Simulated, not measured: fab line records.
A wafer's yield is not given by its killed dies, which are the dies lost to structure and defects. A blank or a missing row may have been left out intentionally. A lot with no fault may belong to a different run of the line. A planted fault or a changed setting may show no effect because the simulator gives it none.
A lot that was struck, set against a sound lot	flow sky130	15 out of 708 route steps
Sound: the wafers L605.1, L605.2, L605.3. Struck: wafers L618.1, L618.5, L618.6. The cause is given at the end.
For every step that has rows: the tool of each side, followed by ch and its chambers, followed by its first start. Under that, the readings that differ: sound wafers	struck wafers	difference of the means	sigmas: that difference in standard deviations of wafers without a fault.
alike: readings whose means differ by less than 2 such deviations, and words and numbers that are the same on both sides. not compared: withheld readings, readings that some wafer has no value for, bounds like >300 that may hide the same value, and numbers for which the record gives no deviation and whose values overlap.
A row with sigmas, a row that says differs or no value, or rows on one side alone: a step with any of these is where the two part. Non-overlapping numbers with no deviation appear without sigmas and do not part them. A reading that every wafer of one side lacks parts them only if that side has two wafers or more.

SKY_POLY_GATE_THK_MEAS_04:
  sound on film_metro-04, day 15 10:19; struck on film_metro-04, day 20 05:47
  alike: POLY_GATE_CVD_03_THK
then, 8 steps without rows for these wafers: SKY_POLY_GATE_DEHYDRATE_05 (time 60 s); SKY_POLY_GATE_HMDS_06 (prime time 60 s); SKY_POLY_GATE_COAT_07 (resist thk 110 nm); SKY_POLY_GATE_COAT_08 (resist thk 450 nm); SKY_POLY_GATE_SOFTBAKE_09 (time 90 s); SKY_POLY_GATE_EXPOSE_10 (exposes mask P1M, target cd 150 nm); SKY_POLY_GATE_PEB_11; SKY_POLY_GATE_DEVELOP_12 (develop time 60 s).
SKY_POLY_GATE_CD_MEAS_13 targets a cd of 150 nm.
  sound on cd_sem-01, day 16 12:58; struck on cd_sem-01, day 21 12:23
  alike: cd_nm
SKY_POLY_GATE_OVL_MEAS_14:
  sound on overlay-02, day 16 13:05; struck on overlay-02, day 21 12:30
  alike: POLY_GATE_OVL
SKY_POLY_GATE_ETCH_15: etches BARC in N2/H2, stops on SiO2, time 118.5 s, target depth 110 nm.
  sound on rie_diel-02 ch 1,2,3, day 16 13:07; struck on rie_diel-01 ch 0,1,3, day 21 12:32
  alike: bias_w, chamber_pressure_mTorr, drypump_motor_current_A, oes_product_au, throttle_valve_pct
  not compared: rf_hours_counter_h
SKY_POLY_GATE_ETCH_16: etches Si3N4 in CH3F/O2, stops on poly-Si, time 147.5 s, target depth 75 nm.
  sound on rie_diel-02 ch 1,2,3, day 16 13:11; struck on rie_diel-01 ch 0,1,3, day 21 12:37
reading	sound	struck	difference	sigmas
bias_w (W)	80.36 79.62 80.23	77.39 77.57 77.86	-2.46	-10
  alike: O2_flow_sccm, chamber_pressure_mTorr, drypump_motor_current_A, oes_product_au, throttle_valve_pct
  not compared: rf_hours_counter_h
SKY_POLY_GATE_ETCH_17: etches poly-Si in HBr/Cl2, stops on SiO2, target depth 180 nm, time 70.5 s.
  sound on rie_si-02 ch 0,2,3, day 16 13:17; struck on rie_si-01 ch 1,2, day 21 12:43
  alike: HBr_flow_sccm, bias_w, chamber_pressure_mTorr, drypump_motor_current_A, oes_product_au, throttle_valve_pct
  not compared: rf_hours_counter_h
SKY_PAD_OPEN_PROBE_99:
  rows exist in the record for the sound wafers here (prober-02, day 45 18:56), none for the struck ones

## WHERE THEY PART
First at SKY_POLY_GATE_ETCH_16; last, within this record, at SKY_PAD_OPEN_PROBE_99.

WHY: the cause the simulator had injected
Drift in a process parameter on rie_diel-01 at SKY_POLY_GATE_ETCH_16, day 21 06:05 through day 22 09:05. The setting bias_w was moved by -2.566, starting from 80. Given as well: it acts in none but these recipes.
